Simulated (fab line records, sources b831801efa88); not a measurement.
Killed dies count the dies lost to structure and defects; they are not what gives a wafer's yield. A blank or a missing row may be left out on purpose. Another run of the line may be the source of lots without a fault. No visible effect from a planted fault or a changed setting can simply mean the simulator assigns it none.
Matching of chambers :: flow gf180mcu :: cmp-01 running GF_V1_CMP_26: 4 sister chambers
The step polishes, stops on SiO2, t overpolish 15 s, target thk 0 nm. 8 wafers are shown with their chamber, then 12 later ones without.

== WAFERS WITH THEIR CHAMBER ==
wafer: L085.6
chamber: 3
motorCurrentA (A): 12.2
timeToEndpointS (s): 84

wafer: L087.3
chamber: 1
motorCurrentA (A): 11.7
timeToEndpointS (s): 84

wafer: L088.4
chamber: 2
motorCurrentA (A): 10.1
timeToEndpointS (s): 79

wafer: L088.5
chamber: 0
motorCurrentA (A): 10.0
timeToEndpointS (s): 85

wafer: L088.6
chamber: 3
motorCurrentA (A): 11.4
timeToEndpointS (s): 86

wafer: L089.1
chamber: 0
motorCurrentA (A): 10.4
timeToEndpointS (s): 87

wafer: L089.2
chamber: 1
motorCurrentA (A): 11.4
timeToEndpointS (s): 85

wafer: L089.3
chamber: 2
motorCurrentA (A): 9.6
timeToEndpointS (s): 84

== WAFERS WITHOUT THEIR CHAMBER ==
wafer: L090.1
motorCurrentA (A): 9.8
timeToEndpointS (s): 79

wafer: L090.2
motorCurrentA (A): 11.6
timeToEndpointS (s): 80

wafer: L090.3
motorCurrentA (A): 12.4
timeToEndpointS (s): 85

wafer: L092.2
motorCurrentA (A): 12.2
timeToEndpointS (s): 84

wafer: L092.3
motorCurrentA (A): 9.6
timeToEndpointS (s): 80

wafer: L092.4
motorCurrentA (A): 11.0
timeToEndpointS (s): 79

wafer: L093.2
motorCurrentA (A): 10.1
timeToEndpointS (s): 83

wafer: L093.3
motorCurrentA (A): 12.2
timeToEndpointS (s): 88

wafer: L093.6
motorCurrentA (A): 10.1
timeToEndpointS (s): 82

wafer: L095.3
motorCurrentA (A): 11.0
timeToEndpointS (s): 86

wafer: L095.5
motorCurrentA (A): 12.4
timeToEndpointS (s): 85

wafer: L095.6
motorCurrentA (A): 10.1
timeToEndpointS (s): 90

== EACH ONE'S CHAMBER ==
wafer: L090.1
from the rows above: 2
in truth: 2

wafer: L090.2
from the rows above: can't be placed: 1 or 3
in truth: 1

wafer: L090.3
from the rows above: can't be placed: 3 or 1
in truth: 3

wafer: L092.2
from the rows above: can't be placed: 3 or 1
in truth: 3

wafer: L092.3
from the rows above: 2
in truth: 2

wafer: L092.4
from the rows above: can't be placed: 1 or 2 or 3 or 0
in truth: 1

wafer: L093.2
from the rows above: can't be placed: 2 or 0
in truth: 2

wafer: L093.3
from the rows above: can't be placed: 3 or 1
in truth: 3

wafer: L093.6
from the rows above: can't be placed: 2 or 0
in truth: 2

wafer: L095.3
from the rows above: can't be placed: 1 or 0 or 3
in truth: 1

wafer: L095.5
from the rows above: can't be placed: 3 or 1
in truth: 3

wafer: L095.6
from the rows above: 0
in truth: 0
Correctly placed: 3 of 12. From these rows, 9 cannot be placed; in 9 the true chamber is one of the candidates. Wrongly placed: 0.
How it was worked out, from the rows above alone: a wafer's distance from a chamber is the root of the sum, over the readings, of the square of ((its reading less the chamber's mean) divided by the reading's scatter). If the next closest chamber is less than 2 further off than the closest, the wafer can't be placed; otherwise it belongs to the closest. Each chamber's mean is taken over the wafers shown for it. The scatter: the root of (the sum of the squares of (reading less its chamber's mean) over the shown wafers, divided by (wafers less chambers)).
